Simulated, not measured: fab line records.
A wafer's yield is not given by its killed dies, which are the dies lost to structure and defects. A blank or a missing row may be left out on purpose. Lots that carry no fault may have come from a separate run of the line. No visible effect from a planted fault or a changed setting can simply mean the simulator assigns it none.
Code-filled problem report in 8D (eight disciplines) form || flow gf180mcu || the parts of the form that need people (team, actions taken, sign-off) are left out

== 1. THE ISSUE ==
Mean MVSD_OVL at GF_MVSD_OVL_MEAS_07: 238.4 nm over 6 wafers in 2 lots; fault-free wafers: -1.4 nm, standard deviation 1.5. So: +99 or more standard deviations from the usual mean.
Seen first at day 7 01:05 on overlay-02, wafer L741.1. At this step, 42 wafers from 14 lots have a number in the record. Rule for "out", or "out of limits": more than 4 standard deviations from the usual mean. The other wafers with a number count as sound.

== 2. WHAT IT IS, WHAT IT ISN'T ==
{"question": "which readings at this step", "is": "MVSD_OVL", "is not": "-"}
{"question": "which lots", "is": "L741, L743", "is not": "L730, L731, L732, L733, L734, L738, L739, L740, L747, L751, L752, L753"}
{"question": "which wafers of those lots", "is": "all that have a number", "is not": "-"}
{"question": "read on which gauges", "is": "overlay-01, overlay-02", "is not": "-"}
{"question": "when", "is": "from day 7 01:05", "is not": "up to then (24 sound wafers); but 12 sound wafers of L747, L751, L752, L753 came after"}

== 3. THE SUSPECTS, EACH WITH WHAT RULES IT OUT ==
Counting: a tool stays on the suspect list if, at a process step up to the reading, it processed all lots that are out and no sound lot following the first of them.
- ruled out: the gauge at GF_MVSD_OVL_MEAS_07. Those wafers that are out were read across 2 gauges (overlay-01, overlay-02).
- ilineStepper-01 at GF_MVSD_EXPOSE_04 (exposes mask MVSD, target cd 1000 nm): kept. It ran every lot that is out, first L741 (day 6 17:59), and no sound lot after that; its last sound lot up to then is L740 (day 6 13:39).
Left after counting: ilineStepper-01 at GF_MVSD_EXPOSE_04.

== 4. THE CAUSE (what the simulator had put in) ==
Scanner matching overlay: ilineStepper-01, from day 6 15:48 on, at GF_MVSD_EXPOSE_04. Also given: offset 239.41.
Counting left only this tool.

== 5. THE EFFECT CHAIN, in route order ==
Each row: a reading whose mean over the struck wafers that have a number lies more than 3 standard deviations from the usual. Scope: only readings with a usual standard deviation given in the record; hours: median across lots of the time from each lot's start at the first step in this table that gives one to its start at this step; sigmas: change in usual standard deviations.
{"hours": 0, "step": "GF_MVSD_OVL_MEAS_07", "reading": "MVSD_OVL", "usual": "-1.4 nm", "on struck wafers": 238.4, "change": "+239.8", "sigmas": "+99 or more"}
At these later measuring or inspecting steps, every struck wafer for which the step has a row has a number for every such reading, and none has moved that far: GF_POLY_GATE_THK_MEAS_01.

== 6. HOW IT WOULD HAVE BEEN CAUGHT EARLIER ==
9 hours passed between the start of the fault at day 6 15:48 and the first reading out of limits at a measuring or inspecting step in this record, taken at day 7 01:05.
Lots out: 2; of these, L743 started GF_MVSD_EXPOSE_04 on ilineStepper-01 after day 7 01:05. Holding the tool at that time would have saved it.
